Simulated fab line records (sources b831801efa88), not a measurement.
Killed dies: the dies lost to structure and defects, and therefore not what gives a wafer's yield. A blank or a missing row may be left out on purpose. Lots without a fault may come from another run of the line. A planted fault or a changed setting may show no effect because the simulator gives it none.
Lot-split experiment | flow gf180mcu | 5 lots, 23 wafers read, on a route of 602 steps

## THE SPLIT
At GF_M2_SPUTTER_00 (material Ti, target thk 37.5 nm, time 150 s), the setting power w was moved away from the recipe's 4000 W on 8 of the 23 wafers read, by -10.6% to +9.0%. For the rest of the wafers, this setting stayed at what the recipe calls for.

Reading taken at the split's own step.

## THE READING
Ti_of_M2_SPUTTER_00.thk nm (the simulator's own value, which no gauge read), in nm, at GF_M2_SPUTTER_00 (material Ti, target thk 37.5 nm, time 150 s). The file gives no usual value for it. The 15 wafers here that ran the recipe average 37.52 nm, standard deviation 0.34 nm.

wafer  | tool, chamber at the split | power w as run, W | against the recipe | Ti_of_M2_SPUTTER_00.thk nm, nm | against lot-mates on the recipe
L080.1 | pvd sputter-03, -          | 4360              | +9.0%              | 40.6                           | +2.91
L080.2 | pvd sputter-03, -          | 4000              | recipe             | 37.86                          | -
L080.3 | pvd sputter-03, -          | 4000              | recipe             | 37.61                          | -
L080.6 | pvd sputter-03, -          | 4000              | recipe             | 37.61                          | -
L080.5 | pvd sputter-03, -          | 4360              | +9.0%              | 40.86                          | +3.17
L082.1 | pvd sputter-03, -          | 3836              | -4.1%              | 35.96                          | -1.53
L082.3 | pvd sputter-03, -          | 3836              | -4.1%              | 35.97                          | -1.52
L082.4 | pvd sputter-03, -          | 4000              | recipe             | 37.33                          | -
L082.5 | pvd sputter-03, -          | 4000              | recipe             | 37.44                          | -
L082.6 | pvd sputter-03, -          | 4000              | recipe             | 37.69                          | -
L083.2 | pvd sputter-02, -          | 3575              | -10.6%             | 33.31                          | -3.81
L083.3 | pvd sputter-02, -          | 4000              | recipe             | 36.77                          | -
L083.4 | pvd sputter-02, -          | 4000              | recipe             | 37.61                          | -
L083.5 | pvd sputter-02, -          | 4000              | recipe             | 36.97                          | -
L083.6 | pvd sputter-02, -          | 3575              | -10.6%             | 32.97                          | -4.15
L084.3 | pvd sputter-02, -          | 4000              | recipe             | 38.27                          | -
L084.4 | pvd sputter-02, -          | 4000              | recipe             | 37.51                          | -
L084.6 | pvd sputter-02, -          | 4000              | recipe             | 37.66                          | -
L085.2 | pvd sputter-03, -          | 4000              | recipe             | 37.33                          | -
L085.3 | pvd sputter-03, -          | 4000              | recipe             | 37.54                          | -
L085.4 | pvd sputter-03, -          | 3865              | -3.4%              | 35.83                          | -1.66
L085.5 | pvd sputter-03, -          | 3865              | -3.4%              | 35.76                          | -1.73
L085.6 | pvd sputter-03, -          | 4000              | recipe             | 37.61                          | -

FIT RESULTS
A straight line over all 23 wafers: Ti_of_M2_SPUTTER_00.thk nm changes by +0.391 nm for each +1% of power w; r = +0.98; the points scatter about the line by 0.33 nm.
The same after taking each lot's own level away (the mean of its wafers on the recipe; 23 wafers): +0.364 nm for each +1%; r = +0.99; scatter 0.26 nm.
That fit puts the effect of the largest move of power w on the reading at 3.9 nm.
The span of the lots' own levels, 37.117 to 37.813 nm, comes to 2.1 times the standard deviation stated above.
The two slopes agree, so the slope changes little with the lot-to-lot level.
Check: -3.99 nm against its lot-mates is what the line predicts for one of the wafers moved furthest among these (-10.6%) when that wafer is left out of the fit. It came out at -3.81 nm against them.

## THE OTHER SPLITS THESE WAFERS WENT THROUGH
Before the reading, these wafers also passed through other splits. Each is held against what the fit with the lots' levels taken away leaves over:
other split on the same wafers | wafers away from the commonest value | r with Ti_of_M2_SPUTTER_00.thk nm (lot level and that fit taken away)
GF_V1_ETCH_17 source w         | 9                                    | -0.16

## THE FILE'S OWN FIT
Ti_of_M2_SPUTTER_00.thk nm changes by +0.367 nm for each +1% of power w, r = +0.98.
